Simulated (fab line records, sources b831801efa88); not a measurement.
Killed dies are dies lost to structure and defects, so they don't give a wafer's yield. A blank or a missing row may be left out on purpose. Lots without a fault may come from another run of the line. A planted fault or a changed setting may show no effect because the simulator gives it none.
A struck lot beside a sound one | flow gf180mcu | 22 steps out of a route of 602
Sound: wafers L940.1, L940.3, L940.6. Struck: wafers L960.2, L960.4. (L960.5 of the same lot was not struck and is left out.) The cause comes at the end.
At each step with rows: each side's tool, then ch and its chambers, then its first start. Under that, the readings that differ: sound wafers | struck wafers | difference of the means | sigmas: that difference in standard deviations of wafers without a fault.
alike: readings whose means differ by less than 2 such deviations, and words and numbers that are the same on both sides. not compared: withheld readings, readings that some wafer has no value for, bounds like >300 that may hide the same value, and numbers for which the record gives no deviation and whose values overlap.
The two part at a step that has a row with sigmas, a row that says differs or no value, or rows on one side only. Numbers that don't overlap but have no deviation are shown without sigmas and don't part them. A reading that every wafer of one side lacks parts them only if that side has two wafers or more.

GF_PSD_OVL_MEAS_08:
  sound on overlay-02, day 14 11:20; struck on overlay-01, day 21 13:38
  alike: PSD_OVL
then, 1 step without rows for these wafers: GF_PSD_IMPLANT_09.
GF_PSD_STRIP_10: strips in O2/N2.
  sound on plasma_asher-02 ch 1, day 14 11:31; struck on plasma_asher-03 ch 0,1, day 21 13:49
  reading            | sound       | struck  | difference | sigmas
  heater_power_w (W) | 347 333 342 | 447 385 | +75        | +2
  alike: drypump_motor_current_A, oes_product_au, strip_time_to_endpoint_s
  not compared: rf_hours_counter_h
GF_PSD_TW_MEAS_11:
  sound on film_metro-01, day 14 11:37; struck on film_metro-04, day 21 13:55
  alike: PSD_TW
then, 1 step without rows for these wafers: GF_PSD_CLEAN_12 (cleans in SC1/SC2, time 150 s).
GF_PSD_RTA_13: time 20 s.
  sound on rtp_anneal-01 ch 0, day 14 11:44; struck on rtp_anneal-02 ch 0, day 21 14:02
  alike: lamp_power_pct, wafer_temp_C_max
GF_PSD_RS_MEAS_14: measures by four-point-probe.
  sound on film_metro-01, day 14 11:49; struck on film_metro-02, day 21 14:08
  alike: NSD_RS
GF_PSD_RS_MEAS_15: measures by four-point-probe.
  sound on film_metro-01, day 14 11:56; struck on film_metro-02, day 21 14:15
  alike: PSD_RS
GF_SAB_CVD_00: deposits SiO2 from TEOS, target thk 50 nm, time 4.9302 s.
  sound on pecvd-02 ch 1,2, day 14 12:03; struck on pecvd-02 ch 2, day 21 14:21
  alike: heater_power_w, susceptor_temp_C
  not compared: since_wet_clean_h
GF_SAB_THK_MEAS_01:
  sound on film_metro-03, day 14 12:04; struck on film_metro-03, day 21 14:22
  alike: SAB_CVD_00_THK
then, 2 steps without rows for these wafers: GF_SAB_DEHYDRATE_02 (time 60 s); GF_SAB_HMDS_03 (prime time 60 s).
GF_SAB_COAT_04: resist thk 1000 nm.
  sound on litho_track-02 ch 0, day 14 22:40; struck on litho_track-02 ch 0, day 22 01:29
  reading                                  | sound            | struck    | difference | sigmas
  model.NOVOLAK_of_SAB_COAT_04.thk_nm (nm) | 993.1 1000 994.7 | 1007 1011 | +13        |
  alike: dispense_pressure_kPa
then, 4 steps without rows for these wafers: GF_SAB_SOFTBAKE_05 (time 60 s); GF_SAB_EXPOSE_06 (exposes mask SAB, target cd 420 nm); GF_SAB_PEB_07; GF_SAB_DEVELOP_08 (develop time 60 s).
GF_SAB_CD_MEAS_09: target cd 420 nm.
  sound on cd_sem-01, day 15 09:04; struck on cd_sem-01, day 22 12:56
  alike: cd_nm
GF_SAB_OVL_MEAS_10:
  sound on overlay-02, day 15 09:11; struck on overlay-02, day 22 13:02
  alike: SAB_OVL
GF_SAB_ETCH_11: etches SiO2 in C4F8/O2/Ar, target depth 55 nm, time 8.5 s.
  sound on rie_diel-03 ch 1,2, day 15 09:14; struck on rie_diel-04 ch 2,3, day 22 13:04
  reading                                  | sound             | struck    | difference | sigmas
  model.NOVOLAK_of_SAB_COAT_04.thk_nm (nm) | 981.7 988.6 983.3 | 996 999.4 | +13        |
  alike: oes_product_au
  not compared: rf_hours_counter_h
then, 1 step without rows for these wafers: GF_SAB_WET_ETCH_12 (etches SiO2 in dHF, target depth 22 nm, time 440 s).
GF_PASSIVATION_PROBE_99:
  the record has rows for the sound wafers here (prober-01, day 29 09:28) and none for the struck ones

WHERE THEY PART
First at GF_PSD_STRIP_10; last, within this record, at GF_PASSIVATION_PROBE_99.

WHY: what the simulator had put in
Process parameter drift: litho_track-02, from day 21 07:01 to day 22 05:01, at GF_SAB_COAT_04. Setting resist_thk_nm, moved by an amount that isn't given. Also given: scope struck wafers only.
